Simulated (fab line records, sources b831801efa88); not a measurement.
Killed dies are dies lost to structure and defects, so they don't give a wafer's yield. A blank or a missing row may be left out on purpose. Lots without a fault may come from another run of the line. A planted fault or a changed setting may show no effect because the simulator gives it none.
Problem report in the 8D (eight disciplines) form, filled by code | flow sky130 | the parts of the form that need people (team, actions taken, sign-off) are left out

1. THE PROBLEM
bias_w at SKY_VIA4_ETCH_12 reads a mean of 1126 W on 6 wafers of 2 lots; wafers without a fault read 1200 W with a standard deviation of 3.7. That is -20 standard deviations from the usual mean.
The step: etches SiO2 in C4F8/O2/Ar, stops on TiN, target depth 580 nm.
First seen on wafer L229.2, day 44 11:07, on rie_diel-04. The record holds 36 wafers of 12 lots with a number at this step. Rule for "out", or "out of limits": more than 4 standard deviations from the usual mean. The other wafers with a number count as sound.

2. WHAT IT IS AND WHAT IT IS NOT
question                    | is                     | is not
which readings at this step | bias_w                 | oes_product_au
which lots                  | L229, L233             | L225, L230, L237, L240, L241, L242, L244, L245, L246, L247
which wafers of those lots  | all that have a number | -
read on which tools         | rie_diel-04            | rie_diel-01, rie_diel-02
when                        | from day 44 11:07      | up to then (3 sound wafers); but 27 sound wafers of L230, L237, L240, L241, L242, L244, L245, L246, L247 came after

3. SUSPECTS, AND WHAT RULES EACH OUT
Counting: a tool at a process step up to the reading stays a suspect if it ran every lot that is out and no sound lot after the first of them.
- rie_metal-02 at SKY_METAL4_DESCUM_15 (chemistry O2, time 8 s): ruled out as a lasting fault. Sound lots L237, L240, L247 ran on it after its first lot that is out, L229 (day 43 10:55).
- rie_diel-04 at SKY_VIA4_ETCH_12 (etches SiO2 in C4F8/O2/Ar, stops on TiN, target depth 580 nm): ruled out as a lasting fault. Sound lots L244, L247 ran on it after its first lot that is out, L229 (day 44 11:07).
Left after counting: nothing in the record.

4. THE CAUSE (what the simulator had put in)
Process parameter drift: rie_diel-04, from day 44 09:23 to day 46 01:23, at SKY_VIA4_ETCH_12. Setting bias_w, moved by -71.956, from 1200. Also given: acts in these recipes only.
Counting ruled it out, wrongly.

5. THE CHAIN OF EFFECTS, in route order
Each row: a reading whose mean over the struck wafers that have a number lies more than 3 standard deviations from the usual. Only readings for which the record gives a usual standard deviation are gone through. hours: the time from each lot's start at the first step in this table that gives one to its start at this step, as a median over the lots. sigmas: the change in usual standard deviations.
hours | step             | reading | usual  | on struck wafers | change | sigmas
0     | SKY_VIA4_ETCH_12 | bias_w  | 1200 W | 1126             | -74    | -20
The process steps in it:
- SKY_VIA4_ETCH_12: etches SiO2 in C4F8/O2/Ar, stops on TiN, target depth 580 nm.
Later measuring or inspecting steps at which every struck wafer that the step has a row for has a number for every such reading, and none has moved that far: SKY_VIA4_RS_MEAS_19.

6. WHAT WOULD HAVE CAUGHT IT SOONER
In this record the first reading out of limits was taken at day 44 11:07, 2 hours after the fault began at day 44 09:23.
